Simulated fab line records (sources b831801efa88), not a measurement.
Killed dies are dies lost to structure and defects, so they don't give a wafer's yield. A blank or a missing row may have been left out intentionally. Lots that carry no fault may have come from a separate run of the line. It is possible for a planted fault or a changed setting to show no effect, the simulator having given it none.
One fault seen from 2 desks + flow sky130 + only its own numbers are on each desk; what lay behind them is given at the end

== METROLOGY DESK ==
What the gauges read, lot by lot, whatever tool the lot ran on: means of the sampled wafers that have a number. If a lot's mean is further than 4 standard deviations from the usual mean, the lot is out of limits and carries the mark OUT (the distance appears in the brackets). Of its 8 readings 7 are shown: those that lie furthest out on some lot.
Columns: A = GATE_OXIDE_TW at SKY_GATE_OXIDE_TW_MEAS_14, usual 223.4; B = POLY_GATE_CVD_00_THK at SKY_POLY_GATE_THK_MEAS_01, usual 179.4 nm; C = POLY_GATE_TW at SKY_RES_PROTECT_TW_MEAS_08, usual 4021; D = POLY_GATE_CVD_03_THK at SKY_POLY_GATE_THK_MEAS_04, usual 75.0 nm; E = cd_nm at SKY_POLY_GATE_CD_MEAS_13, usual 149.9 nm; F = POLY_GATE_OVL at SKY_POLY_GATE_OVL_MEAS_14, usual -2 nm; G = cd_nm at SKY_POLY_GATE_CD_MEAS_22, usual 150.5 nm
| lot  | first seen here | A     | B     | C    | D    | E     | F   | G     |
|------|-----------------|-------|-------|------|------|-------|-----|-------|
| L559 | day 14 05:28    | 224.6 | 176.7 | 4050 | 74.7 | 148.6 | -4  | 149.0 |
| L561 | day 14 13:51    | 224.0 | 180.0 | 4044 | 75.0 | 150.8 | -1  | 150.6 |
| L563 | day 15 07:50    | 219.4 | 181.2 | 3952 | 74.2 | 150.2 | -7  | 148.7 |
| L571 | day 18 08:49    | 220.9 | 180.4 | 4049 | 75.3 | 150.0 | -4  | 149.1 |
| L573 | day 18 22:59    | 220.9 | 179.5 | 4090 | 74.9 | 152.5 | -15 | 155.7 |
| L575 | day 19 14:10    | 219.8 | 178.3 | 4057 | 75.1 | 149.6 | 4   | 151.0 |
This desk's verdict: no lot among the 6 shows anything out of limits.

== TOOL OWNER'S DESK, implanter-02 ==
The tool's own readings at SKY_POLY_GATE_IMPLANT_02: means of the sampled wafers that have a number, for each lot that ran on this tool. If a lot's mean is further than 4 standard deviations from the usual mean, the lot is out of limits and carries the mark OUT (the distance appears in the brackets).
Columns: A = beam_on_s at SKY_POLY_GATE_IMPLANT_02, usual 33.4 s; B = end_station_pressure_torr at SKY_POLY_GATE_IMPLANT_02, usual 1.15e-05 Torr
| lot  | first seen here | A    | B        |
|------|-----------------|------|----------|
| L571 | day 19 21:12    | 33.0 | 1.08e-05 |
| L573 | day 20 09:21    | 33.4 | 1.12e-05 |
This desk's verdict: no lot among the 2 shows anything out of limits.

== ALL TOGETHER ==
Nothing out of limits was seen by the metrology desk.
The desk of the tool owner found nothing out of limits.

== WHAT THE SIMULATOR HAD PUT IN ==
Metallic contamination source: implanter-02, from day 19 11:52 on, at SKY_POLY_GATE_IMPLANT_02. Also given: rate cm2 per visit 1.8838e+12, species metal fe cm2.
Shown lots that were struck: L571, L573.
